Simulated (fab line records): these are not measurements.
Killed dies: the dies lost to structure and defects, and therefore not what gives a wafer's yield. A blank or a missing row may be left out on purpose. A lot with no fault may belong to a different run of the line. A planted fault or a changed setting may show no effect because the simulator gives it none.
fab line records | flow sky130
record lots=6 wafers=18 last-day=48
route steps=708 shown VT_ADJUST_NCORE@121 VT_ADJUST_HVTR@131 PAD_OPEN@708
lots that met no fault: taken from a fault-free run of the same line
start-h: hours from the record's first day to the start of the lot's first wafer shown | wait-h: hours from the lot's prior step to this one | " as in the row above | L1.1+2: one row covering several wafers at once | - value missing, or start not given | * or withheld: withheld | < > ~ a bound
route shown NAME@n: a module of which the file shows steps, and the number in the route of the first | usual: mean/standard deviation of fault-free wafers | same: alike in all rows | chamber/n: place in a boat | sites: the reading at each site | _std_site: their standard deviation | _edge_site: outer sites' mean less inner sites' | radius-mm: for every site, how far away it sits from the centre of the wafer | mask NAME#n: copy n | behind: the most recent tool/chamber to have shaped the wafer | hold: reason for holding the lot/hours on hold/outcome of the hold | device: the transistor (n, p or np) that didn't switch | end of line: the tests these same wafers got at the end of their route | step lacking rows: just its recipe | killed: not the wafer's yield, but the dies lost to structure and defects at the first sort | map: shows each die of a wafer: x if killed, . if not, _ if none is there
set.NAME: the setting as run; set.NAME@STEP: as run at that earlier step | model.NAME: the simulator's own value behind a step, which no gauge read
lots at selected steps of the route; one table per step, one row per wafer
services: from which hour (start-h, from the record's first day; less than 0 if before it) a tool's chamber was out of use, for how many hours, and why
## steps
# step SKY_VT_ADJUST_NCORE_COAT_02
# recipe resist=NOVOLAK spin-rpm=3000 resist-thk-nm=1140
# step SKY_VT_ADJUST_NCORE_SOFTBAKE_03
# recipe temp-c=90 time-s=60 resist=NOVOLAK
# step SKY_VT_ADJUST_NCORE_EXPOSE_04
# recipe mask-id=LVTN_COMPLEMENT_THIN na=0.6 source-shape=conventional sigma-outer=0.6 polarization=unpolarized target-cd-nm=380 dose-mj=139
# step SKY_VT_ADJUST_NCORE_PEB_05
# recipe temp-c=withheld time-s=* resist=NOVOLAK
# step SKY_VT_ADJUST_NCORE_DEVELOP_06
# recipe resist=NOVOLAK developer=TMAH develop-time-s=60 dev-temp-c=23
# step SKY_VT_ADJUST_NCORE_CD_MEAS_07
# recipe target-cd-nm=380
# usual cd-nm=380.0/2.6
# columns lot.wafer tool chamber start-h wait-h cd-nm
L504.1 cd-sem-01 - 213.55 0.2 378.3
L504.2 " - " " 379.2
L504.3 " - " " 376.9
L506.1 cd-sem-02 - 220.05 0.1 382.5
L506.5 " - " " 379.8
L506.6 " - " " 379.2
L511.1 cd-sem-02 - 253.00 0.1 379.0
L511.4 " - " " 379.2
L511.6 " - " " 376.7
L512.1 cd-sem-02 - 256.12 0.1 379.3
L512.2 " - " " 379.1
L512.5 " - " " 380.2
L514.2 cd-sem-01 - 265.89 0.2 381.8
L514.3 " - " " 380.6
L514.6 " - " " 382.0
L516.2 cd-sem-02 - 278.79 0.1 383.6
L516.4 " - " " 384.2
L516.6 " - " " 383.0
# step SKY_VT_ADJUST_NCORE_OVL_MEAS_08
# usual VT_ADJUST_NCORE_OVL=0.4/1.2
# columns lot.wafer tool chamber start-h wait-h VT_ADJUST_NCORE_OVL[nm]
L504.1 overlay-01 - 213.67 0.1 0.3
L504.2 " - " " 0.9
L504.3 " - " " -0.4
L506.1 overlay-01 - 220.17 0.1 0.6
L506.5 " - " " -0.3
L506.6 " - " " 1.7
L511.1 overlay-02 - 253.12 0.1 -0.3
L511.4 " - " " 0.8
L511.6 " - " " 1.1
L512.1 overlay-02 - 256.24 0.1 0.2
L512.2 " - " " 0.1
L512.5 " - " " -0.7
L514.2 overlay-02 - 266.00 0.1 2.7
L514.3 " - " " 1.0
L514.6 " - " " 2.8
L516.2 overlay-02 - 278.89 0.1 1.9
L516.4 " - " " 0.6
L516.6 " - " " 1.3
# step SKY_VT_ADJUST_NCORE_IMPLANT_09
# recipe species=B energy-kev=10 dose-cm2=2.4e+12 tilt-deg=withheld
# step SKY_VT_ADJUST_NCORE_STRIP_10
# recipe chemistry=O2/N2 power-w=1400 pressure-mtorr=1500 platen-temp-c=withheld o2-flow-sccm=3000 n2-flow-sccm=300 overash-fraction=0.5
# usual drypump-motor-current-A=5.7/0.43 oes-product-au=0.716/0.0044 strip-time-to-endpoint-s=14.19/0.045
# same overash-fraction=0.5
# columns lot.wafer tool chamber start-h wait-h drypump-motor-current-A oes-product-au rf-hours-counter-h strip-time-to-endpoint-s
L504.1 plasma-asher-01 0 213.86 0.1 6.4 0.715 52 14.19
L504.2 " 1 " " 5.7 0.710 52 14.17
L504.3 " 0 " " 6.4 0.715 - 14.22
L506.1 plasma-asher-02 0 220.36 0.1 4.9 0.715 53 14.19
L506.5 " 0 " " 4.9 0.716 - 14.20
L506.6 " 1 " " 5.4 0.710 - 14.19
L511.1 plasma-asher-01 1 253.31 0.1 5.6 0.715 56 14.21
L511.4 " 0 " " 6.4 0.714 - 14.19
L511.6 " 1 " " 5.6 0.723 - 14.16
L512.1 plasma-asher-01 0 256.42 0.1 6.4 0.720 56 14.28
L512.2 " 1 " " 5.7 0.710 56 14.24
L512.5 " 0 " " 6.4 0.717 - 14.27
L514.2 plasma-asher-04 1 266.18 0.1 6.0 0.714 44 14.24
L514.3 " 0 " " 5.8 0.711 - 14.19
L514.6 " 1 " " 6.0 0.722 - 14.21
L516.2 plasma-asher-02 1 279.07 0.1 5.4 0.716 59 14.15
L516.4 " 1 " " 5.4 0.712 - 14.15
L516.6 " 0 " " 5.0 0.714 - 14.11
# step SKY_VT_ADJUST_NCORE_TW_MEAS_11
# usual VT_ADJUST_NCORE_TW=220.6/1.2
# columns lot.wafer tool chamber start-h wait-h VT_ADJUST_NCORE_TW
L504.1 film-metro-04 - 213.96 0.1 221.4
L504.2 " - " " 221.3
L504.3 " - " " 220.5
L506.1 film-metro-01 - 220.46 0.1 219.3
L506.5 " - " " 219.6
L506.6 " - " " 220.0
L511.1 film-metro-04 - 253.41 0.1 219.6
L511.4 " - " " 221.9
L511.6 " - " " 220.3
L512.1 film-metro-04 - 256.52 0.1 220.1
L512.2 " - " " 220.6
L512.5 " - " " 219.1
L514.2 film-metro-03 - 266.29 0.1 220.4
L514.3 " - " " 221.1
L514.6 " - " " 221.1
L516.2 film-metro-04 - 279.18 0.1 219.9
L516.4 " - " " 220.3
L516.6 " - " " 218.5
# step SKY_VT_ADJUST_HVTR_DEHYDRATE_00
# recipe temp-c=200 time-s=60
# step SKY_VT_ADJUST_HVTR_HMDS_01
# recipe prime-time-s=60 prime-temp-c=120
# step SKY_VT_ADJUST_HVTR_COAT_02
# recipe resist=NOVOLAK spin-rpm=3000 resist-thk-nm=1140
# usual chill-plate-temp-C=23.00/0.098 dispense-pressure-kPa=52/5.1
# columns lot.wafer tool chamber start-h wait-h chill-plate-temp-C dispense-pressure-kPa model.NOVOLAK_of_VT_ADJUST_HVTR_COAT_02.thk-nm
L504.1 litho-track-02 0 224.22 0.1 23.17 47 1145
L504.2 " 0 " " 22.97 47 1149
L504.3 " 0 " " 23.09 47 1144
L506.1 litho-track-03 0 232.34 0.1 22.97 58 1143
L506.5 " 0 " " 22.99 58 1139
L506.6 " 0 " " 22.96 58 1145
L511.1 litho-track-02 0 265.12 0.1 22.97 47 1137
L511.4 " 0 " " 22.97 47 1135
L511.6 " 0 " " 23.00 47 1140
L512.1 litho-track-03 0 267.84 0.1 23.11 58 1144
L512.2 " 0 " " 22.92 58 1142
L512.5 " 0 " " 22.99 58 1146
L514.2 litho-track-03 0 278.26 0.1 23.15 58 1155
L514.3 " 0 " " 23.04 58 1154
L514.6 " 0 " " 23.31 58 1156
L516.2 litho-track-03 0 291.31 0.1 22.94 58 1158
L516.4 " 0 " " 22.87 58 1153
L516.6 " 0 " " 22.92 58 1159
# step SKY_VT_ADJUST_HVTR_SOFTBAKE_03
# recipe temp-c=90 time-s=60 resist=NOVOLAK
# step SKY_VT_ADJUST_HVTR_EXPOSE_04
# recipe mask-id=HVTRM target-cd-nm=380 na=0.6 source-shape=conventional sigma-outer=0.6 dose-mj=150
# step SKY_VT_ADJUST_HVTR_PEB_05
# recipe temp-c=withheld time-s=* resist=NOVOLAK
# step SKY_VT_ADJUST_HVTR_DEVELOP_06
# recipe develop-time-s=60 dev-temp-c=23
# usual chill-plate-temp-C=23.00/0.11
# columns lot.wafer tool chamber start-h wait-h chill-plate-temp-C model.NOVOLAK_of_VT_ADJUST_HVTR_COAT_02.thk-nm
L504.1 litho-track-02 0 236.37 0.1 22.93 1145
L504.2 " 0 " " 22.82 1149
L504.3 " 0 " " 22.84 1144
L506.1 litho-track-02 0 243.07 0.1 23.11 1142
L506.5 " 0 " " 23.27 1139
L506.6 " 0 " " 23.11 1145
L511.1 litho-track-04 0 276.55 0.1 22.96 1137
L511.4 " 0 " " 22.87 1135
L511.6 " 0 " " 22.95 1139
L512.1 litho-track-02 0 280.67 0.1 23.02 1144
L512.2 " 0 " " 23.08 1142
L512.5 " 0 " " 22.91 1145
L514.2 litho-track-03 0 290.86 0.1 23.03 1155
L514.3 " 0 " " 23.05 1154
L514.6 " 0 " " 22.94 1156
L516.2 litho-track-04 0 303.63 0.1 22.90 1158
L516.4 " 0 " " 22.88 1152
L516.6 " 0 " " 22.89 1159
# step SKY_VT_ADJUST_HVTR_CD_MEAS_07
# recipe target-cd-nm=380
# usual cd-nm=380.4/2
# columns lot.wafer tool chamber start-h wait-h cd-nm
L504.1 cd-sem-02 - 236.52 0.1 383.1
L504.2 " - " " 381.3
L504.3 " - " " 382.7
L506.1 cd-sem-02 - 243.22 0.1 380.6
L506.5 " - " " 383.3
L506.6 " - " " 381.6
L511.1 cd-sem-01 - 276.70 0.1 379.2
L511.4 " - " " 380.5
L511.6 " - " " 380.3
L512.1 cd-sem-01 - 280.82 0.1 378.9
L512.2 " - " " 379.4
L512.5 " - " " 378.9
L514.2 cd-sem-01 - 291.01 0.1 377.8
L514.3 " - " " 378.7
L514.6 " - " " 379.7
L516.2 cd-sem-02 - 303.77 0.1 377.1
L516.4 " - " " 376.4
L516.6 " - " " 376.0
# step SKY_VT_ADJUST_HVTR_OVL_MEAS_08
# usual VT_ADJUST_HVTR_OVL=0.2/1.3
# columns lot.wafer tool chamber start-h wait-h VT_ADJUST_HVTR_OVL[nm]
L504.1 overlay-02 - 236.64 0.1 0.1
L504.2 " - " " 0.5
L504.3 " - " " -0.8
L506.1 overlay-01 - 243.34 0.1 -1.7
L506.5 " - " " -0.2
L506.6 " - " " -1.1
L511.1 overlay-02 - 276.82 0.1 0.8
L511.4 " - " " 0.3
L511.6 " - " " 1.1
L512.1 overlay-01 - 280.94 0.1 0.1
L512.2 " - " " -0.8
L512.5 " - " " 0.2
L514.2 overlay-01 - 291.11 0.1 -1.0
L514.3 " - " " -0.5
L514.6 " - " " -0.6
L516.2 overlay-02 - 303.88 0.1 -2.0
L516.4 " - " " -1.7
L516.6 " - " " -1.3
# step SKY_VT_ADJUST_HVTR_IMPLANT_09
# recipe species=B energy-kev=10 dose-cm2=2.1e+12 tilt-deg=withheld
# step SKY_VT_ADJUST_HVTR_STRIP_10
# recipe chemistry=O2/N2 power-w=1400 pressure-mtorr=1500 platen-temp-c=withheld o2-flow-sccm=3000 n2-flow-sccm=300 overash-fraction=0.5
# usual drypump-motor-current-A=5.5/0.58 oes-product-au=0.716/0.0046 strip-time-to-endpoint-s=14.20/0.037
# same overash-fraction=0.5
# columns lot.wafer tool chamber start-h wait-h drypump-motor-current-A oes-product-au rf-hours-counter-h strip-time-to-endpoint-s
L504.1 plasma-asher-03 0 236.82 0.1 4.9 0.712 12 14.25
L504.2 " 1 " " 6.4 0.719 12 14.28
L504.3 " 1 " " 6.4 0.715 - 14.25
L506.1 plasma-asher-04 0 243.52 0.1 5.8 0.711 42 14.20
L506.5 " 1 " " 6.0 0.718 - 14.17
L506.6 " 0 " " 5.8 0.714 - 14.24
L511.1 plasma-asher-02 0 277.01 0.1 5.0 0.716 59 14.14
L511.4 " 1 " " 5.4 0.723 - 14.14
L511.6 " 0 " " 5.0 0.710 - 14.18
L512.1 plasma-asher-03 0 281.12 0.1 4.9 0.714 16 14.23
L512.2 " 1 " " 6.4 0.719 16 14.21
L512.5 " 0 " " 4.9 0.720 - 14.25
L514.2 plasma-asher-02 1 291.29 0.1 5.4 0.718 60 14.31
L514.3 " 1 " " 5.4 0.719 - 14.31
L514.6 " 1 " " 5.4 0.714 - 14.33
L516.2 plasma-asher-02 1 304.06 0.1 5.4 0.713 62 14.37
L516.4 " 1 " " 5.4 0.722 - 14.32
L516.6 " 1 " " 5.4 0.720 - 14.36
# step SKY_VT_ADJUST_HVTR_TW_MEAS_11
# usual VT_ADJUST_HVTR_TW=211.2/1.9
# columns lot.wafer tool chamber start-h wait-h VT_ADJUST_HVTR_TW
L504.1 film-metro-03 - 236.92 0.1 214.5
L504.2 " - " " 213.3
L504.3 " - " " 213.7
L506.1 film-metro-04 - 243.62 0.1 212.8
L506.5 " - " " 212.2
L506.6 " - " " 213.2
L511.1 film-metro-02 - 277.11 0.1 209.7
L511.4 " - " " 210.5
L511.6 " - " " 208.5
L512.1 film-metro-02 - 281.22 0.1 209.4
L512.2 " - " " 208.7
L512.5 " - " " 209.2
L514.2 film-metro-02 - 291.40 0.1 209.7
L514.3 " - " " 208.0
L514.6 " - " " 208.1
L516.2 film-metro-03 - 304.17 0.1 212.6
L516.4 " - " " 212.6
L516.6 " - " " 212.1
# step SKY_PAD_OPEN_PROBE_99
# usual killed_at_M0_to_M3=43/7 killed_at_M4_up=3.1/1.9 killed-at-contacts=25/6.1 killed-at-front-end=15/4.5 killed-at-other=0.3/0.55 killed-dies=87/8.9 killed-on-rim=17/4 killed-open=47/6.4 killed-short=40/6.6
# same gross-dies=492 killed-at-back-side=0
# columns lot.wafer tool chamber start-h wait-h killed_at_M0_to_M3 killed_at_M4_up killed-at-contacts killed-at-front-end killed-at-other killed-dies killed-on-rim killed-open killed-short
L504.1 prober-01 - 1109.12 0.1 49 2 25 10 0 86 13 41 45
L504.2 prober-01 - 1109.17 0.1 39 5 27 12 0 83 14 47 35
L504.3 prober-01 - 1109.22 0.2 40 4 35 13 0 92 19 47 44
L512.1 prober-02 - 1141.47 0.1 36 3 29 11 0 79 15 51 27
L512.2 prober-02 - 1141.52 0.1 27 4 33 18 0 82 19 36 46
L512.5 prober-02 - 1141.67 0.2 44 3 29 19 1 96 19 51 43
L514.2 prober-02 - 1148.36 0.1 32 6 26 19 0 83 14 47 35
L514.3 prober-02 - 1148.41 0.2 49 5 17 16 0 87 25 55 31
L514.6 prober-02 - 1148.56 0.2 46 8 24 9 1 88 18 45 43
# killed by level:class
L504.1 CONTACT:geometric-particle:open=9 VIA1:geometric-particle:open=9 METAL3:geometric-particle:short=7 LI_CONTACT:geometric-particle:short=6 METAL2:geometric-particle:short=6 FIELD_ISO:geometric-particle:open=5 METAL1:geometric-particle:short=5 VIA2:geometric-particle:open=5
L504.2 LI_CONTACT:geometric-particle:open=12 VIA1:geometric-particle:open=8 CONTACT:geometric-particle:open=7 VIA1:geometric-particle:short=7 VIA2:geometric-particle:open=6 VIA3:geometric-particle:open=5 METAL2:geometric-particle:short=4 FIELD_ISO:geometric-particle:short=3
L504.3 CONTACT:geometric-particle:open=12 LI_CONTACT:geometric-particle:open=11 VIA3:geometric-particle:open=9 METAL1:geometric-particle:short=7 CONTACT:geometric-particle:short=5 METAL2:geometric-particle:short=5 VIA1:geometric-particle:open=5 POLY_GATE:geometric-particle:short=4
L512.1 CONTACT:geometric-particle:open=14 VIA1:geometric-particle:open=12 LI_CONTACT:geometric-particle:open=8 VIA3:geometric-particle:open=5 METAL1:geometric-particle:short=4 VIA1:geometric-particle:short=4 VIA2:geometric-particle:open=4 FIELD_ISO:geometric-particle:open=3
L512.2 CONTACT:geometric-particle:open=13 CONTACT:geometric-particle:short=9 LI_CONTACT:geometric-particle:open=7 POLY_GATE:geometric-particle:short=6 METAL2:geometric-particle:short=6 VIA3:geometric-particle:open=6 FIELD_ISO:geometric-particle:short=5 METAL1:geometric-particle:short=4
L512.5 VIA1:geometric-particle:open=16 CONTACT:geometric-particle:open=11 FIELD_ISO:geometric-particle:short=7 CONTACT:geometric-particle:short=7 METAL3:geometric-particle:short=7 FIELD_ISO:geometric-particle:open=6 LI_CONTACT:geometric-particle:open=5 VIA3:geometric-particle:open=5
L514.2 CONTACT:geometric-particle:open=9 VIA2:geometric-particle:open=7 FIELD_ISO:geometric-particle:open=6 CONTACT:geometric-particle:short=6 POLY_GATE:geometric-particle:open=5 LI_CONTACT:geometric-particle:open=5 VIA1:geometric-particle:open=5 VIA3:geometric-particle:open=5
L514.3 VIA3:geometric-particle:open=11 VIA1:geometric-particle:open=10 FIELD_ISO:geometric-particle:open=6 POLY_GATE:geometric-particle:open=6 CONTACT:geometric-particle:open=6 VIA2:geometric-particle:open=6 VIA1:geometric-particle:short=5 LI_CONTACT:geometric-particle:open=4
L514.6 VIA1:geometric-particle:open=9 VIA3:geometric-particle:open=9 CONTACT:geometric-particle:open=8 METAL4:geometric-particle:short=7 VIA3:geometric-particle:short=7 LI_CONTACT:geometric-particle:open=6 VIA2:geometric-particle:open=6 LI_CONTACT:geometric-particle:short=4
## services
# columns tool chamber start-h hours kind
plasma-asher-02 - 201.39 14.6 pm
plasma-asher-04 - 284.46 0.4 repair
plasma-asher-03 - 290.08 3.9 repair
## key
first-sign step=SKY_VT_ADJUST_HVTR_STRIP_10 reading=strip-time-to-endpoint-s direction=up sigmas=3.7 usual=* struck=* through=*
effect none on later readings
model-effect step=SKY_VT_ADJUST_HVTR_COAT_02 value=NOVOLAK_of_VT_ADJUST_HVTR_COAT_02.thk-nm without=1143 struck=1156
model-effect step=SKY_VT_ADJUST_HVTR_DEVELOP_06 value=NOVOLAK_of_VT_ADJUST_HVTR_COAT_02.thk-nm without=1143 struck=1156
met-at SKY_VT_ADJUST_HVTR_COAT_02
struck-wafers L514.2,L514.3,L514.6,L516.2,L516.4,L516.6
tester-left-out L514,L516
loop-trim step=SKY_VT_ADJUST_HVTR_EXPOSE_04 setting=dose lots=L516
onset-between 267.84 278.26
also-fits time
fault kind=process-parameter-drift tool=litho-track-03 chamber=- onset-h=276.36 steps=SKY_VT_ADJUST_HVTR_COAT_02 channel=resist-thk-nm offset=12.998 shape=step end-h=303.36 acts-in=these-recipes-only stated=1140
# tester-left-out: of these lots the tester's yield and bins aren't shown, on N5 and GAA mostly nor the transistor test; their killed dies are dies lost to structure and defects alone, not to doping, threshold or leakage, so they don't give the yield
# loop-trim: a control loop set the setting to another value than it would have without faults
